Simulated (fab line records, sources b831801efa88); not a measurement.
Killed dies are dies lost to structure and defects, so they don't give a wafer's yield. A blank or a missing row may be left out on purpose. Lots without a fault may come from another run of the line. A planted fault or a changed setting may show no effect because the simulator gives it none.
Which tool did it? | flow gf180mcu | 14 lots, 42 wafers sampled, at 5 steps of a route of 602

WHAT THE GAUGES READ, wafer by wafer
GF_STI_THK_MEAS_02. Usual: STI_OXIDATION_THK 10.13 nm, standard deviation 0.18.
lot  | measured    | on            | STI_OXIDATION_THK (nm)              | flag
L224 | day 1 11:32 | film_metro-03 | 10.03 9.84 9.87                     |
L225 | day 1 16:31 | film_metro-02 | 10.05 9.82 10.04                    |
L226 | day 1 21:42 | film_metro-03 | 10.42 10.43 10.42                   |
L227 | day 2 02:31 | film_metro-01 | 10.32 10.30 10.06                   |
L228 | day 2 07:35 | film_metro-03 | 10.12 10.14 10.04                   |
L229 | day 2 12:32 | film_metro-01 | 10.17 9.93 10.06                    |
L232 | day 3 03:40 | film_metro-02 | 9.94 9.67 9.90                      |
L233 | day 3 08:32 | film_metro-03 | 10.18 10.06 10.21                   |
L235 | day 3 21:34 | film_metro-01 | 16.46 16.20 16.24 16.49 16.25 16.24 | OFF
L236 | day 3 23:31 | film_metro-01 | 10.03 9.95 10.07                    |
L237 | day 4 04:34 | film_metro-03 | 9.98 10.05 10.01                    |
L238 | day 4 09:32 | film_metro-01 | 9.82 9.94 9.66                      |
L239 | day 4 16:46 | film_metro-01 | 16.26 16.10 16.05 16.31 16.10 16.11 | OFF
L247 | day 6 06:57 | film_metro-03 | 10.08 10.13 10.08                   |

GF_DNWELL_TW_MEAS_09. Usual: DNWELL_TW 1358, standard deviation 8.7.
lot  | measured    | on            | DNWELL_TW      | flag
L224 | day 2 18:47 | film_metro-04 | 1368 1369 1375 |
L225 | day 3 00:26 | film_metro-03 | 1364 1368 1371 |
L226 | day 3 05:11 | film_metro-01 | 1350 1357 1355 |
L227 | day 3 11:58 | film_metro-03 | 1353 1365 1359 |
L228 | day 3 15:43 | film_metro-04 | 1364 1359 1359 |
L229 | day 3 21:37 | film_metro-01 | 1356 1361 1368 |
L232 | day 4 13:59 | film_metro-04 | 1360 1358 1359 |
L233 | day 4 19:11 | film_metro-01 | 1343 1350 1351 |
L235 | day 5 06:46 | film_metro-03 | 1363 1375 1366 |
L236 | day 5 09:40 | film_metro-01 | 1354 1349 1359 |
L237 | day 5 16:23 | film_metro-01 | 1336 1349 1347 |
L238 | day 5 21:56 | film_metro-04 | 1362 1360 1367 |
L239 | day 6 03:16 | film_metro-01 | 1356 1352 1347 |
L247 | day 8 02:31 | film_metro-01 | 1352 1351 1360 |

GF_SALICIDE_RS_MEAS_04: measures by four-point-probe. Usual: SALICIDE_TIN_RS 16.2 ohm/sq, standard deviation 0.41.
lot  | measured     | on            | SALICIDE_TIN_RS (ohm/sq) | flag
L224 | day 15 03:10 | film_metro-01 | 16.6 16.1 16.0           |
L225 | day 15 19:55 | film_metro-03 | 16.0 16.0 15.3           |
L226 | day 16 06:17 | film_metro-03 | 15.8 15.9 16.1           |
L227 | day 16 04:13 | film_metro-04 | 17.2 17.0 16.6           |
L228 | day 16 11:47 | film_metro-01 | 16.7 16.1 16.1           |
L229 | day 17 02:49 | film_metro-04 | 15.5 16.2 16.2           |
L232 | day 18 03:34 | film_metro-04 | 15.9 16.1 15.9           |
L233 | day 18 12:28 | film_metro-01 | 16.0 16.2 16.5           |
L235 | day 19 07:05 | film_metro-01 | 16.4 16.6 16.6           |
L236 | day 19 10:19 | film_metro-03 | 16.1 16.6 16.4           |
L237 | day 20 01:52 | film_metro-01 | 16.0 16.2 16.6           |
L238 | day 20 10:11 | film_metro-01 | 16.1 16.2 15.8           |
L239 | day 20 11:41 | film_metro-01 | 17.0 16.4 16.9           |
L247 | day 23 12:56 | film_metro-03 | 16.1 15.9 16.2           |

WHICH TOOL RAN EACH LOT (tool, then ch and the chambers of the sampled wafers, then the start)
lot  | GF_STI_OXIDATION_01          | GF_SAB_ETCH_11
L224 | furnace-01 ch 0, day 1 10:07 | rie_diel-03 ch 0,2,3, day 15 02:44
L225 | furnace-01 ch 0, day 1 15:07 | rie_diel-03 ch 1,2, day 15 19:31
L226 | furnace-02 ch 0, day 1 20:17 | rie_diel-02 ch 0,2,3, day 16 05:53
L227 | furnace-01 ch 0, day 2 01:07 | rie_diel-04 ch 0,3, day 16 03:50
L228 | furnace-02 ch 0, day 2 06:10 | rie_diel-02 ch 0,2, day 16 11:22
L229 | furnace-02 ch 0, day 2 11:09 | rie_diel-04 ch 0,1, day 17 02:26
L232 | furnace-01 ch 0, day 3 02:15 | rie_diel-02 ch 0,3, day 18 03:05
L233 | furnace-01 ch 0, day 3 07:07 | rie_diel-03 ch 0,1, day 18 12:02
L235 | furnace-01 ch 0, day 3 17:15 | rie_diel-02 ch 0,3, day 19 06:40
L236 | furnace-01 ch 0, day 3 22:07 | rie_diel-03 ch 1,3, day 19 09:56
L237 | furnace-02 ch 0, day 4 03:10 | rie_diel-04 ch 1,2, day 20 01:22
L238 | furnace-02 ch 0, day 4 08:07 | rie_diel-03 ch 2,3, day 20 09:43
L239 | furnace-01 ch 0, day 4 13:49 | rie_diel-04 ch 1,2,3, day 20 11:16
L247 | furnace-01 ch 0, day 6 05:29 | rie_diel-02 ch 0,1,2, day 23 12:32
- GF_STI_OXIDATION_01: stabilise 600 s, purge 300 s, target thk 10 nm.
- GF_SAB_ETCH_11: etches SiO2 in C4F8/O2/Ar, target depth 55 nm, time 8.5 s.

WHAT THE TOOLS THEMSELVES READ (means of the sampled wafers that have a number; where no wafer has one, the mark that the record gives instead)
GF_SAB_ETCH_11. Usual: oes_product_au 1.004 a.u., standard deviation 0.017.
lot  | tool        | oes_product_au (a.u.) | flag
L224 | rie_diel-03 | 0.997                 |
L225 | rie_diel-03 | 1.014                 |
L226 | rie_diel-02 | 1.014                 |
L227 | rie_diel-04 | 0.976                 |
L228 | rie_diel-02 | 1.005                 |
L229 | rie_diel-04 | 1.000                 |
L232 | rie_diel-02 | 1.018                 |
L233 | rie_diel-03 | 1.020                 |
L235 | rie_diel-02 | 1.030                 |
L236 | rie_diel-03 | 1.008                 |
L237 | rie_diel-04 | 1.027                 |
L238 | rie_diel-03 | 0.990                 |
L239 | rie_diel-04 | 1.011                 |
L247 | rie_diel-02 | 1.003                 |

THE ANSWER, worked out from the rows above alone
Rule: a lot is off if the mean of its wafers that have a number lies more than 3 standard deviations from the usual mean. A lot without any number at a reading at which 4 lots or more have one is off too. The other lots that the step has rows for count as sound. The gauges are gone through in route order, then the tools' own readings, and for those a lot's mean is taken as printed above. The first step at which some lot is off is used, and at that step the reading that is off furthest; a lot without a number counts as furthest.
Off: L235, L239, at GF_STI_THK_MEAS_02 (STI_OXIDATION_THK).
A tool fits if, at a process step before that reading, it ran every lot that is off, and no sound lot after the first of them. The gauges at GF_STI_THK_MEAS_02 are tried like those tools. None of those tried fits.

WHAT THE SIMULATOR HAD PUT IN
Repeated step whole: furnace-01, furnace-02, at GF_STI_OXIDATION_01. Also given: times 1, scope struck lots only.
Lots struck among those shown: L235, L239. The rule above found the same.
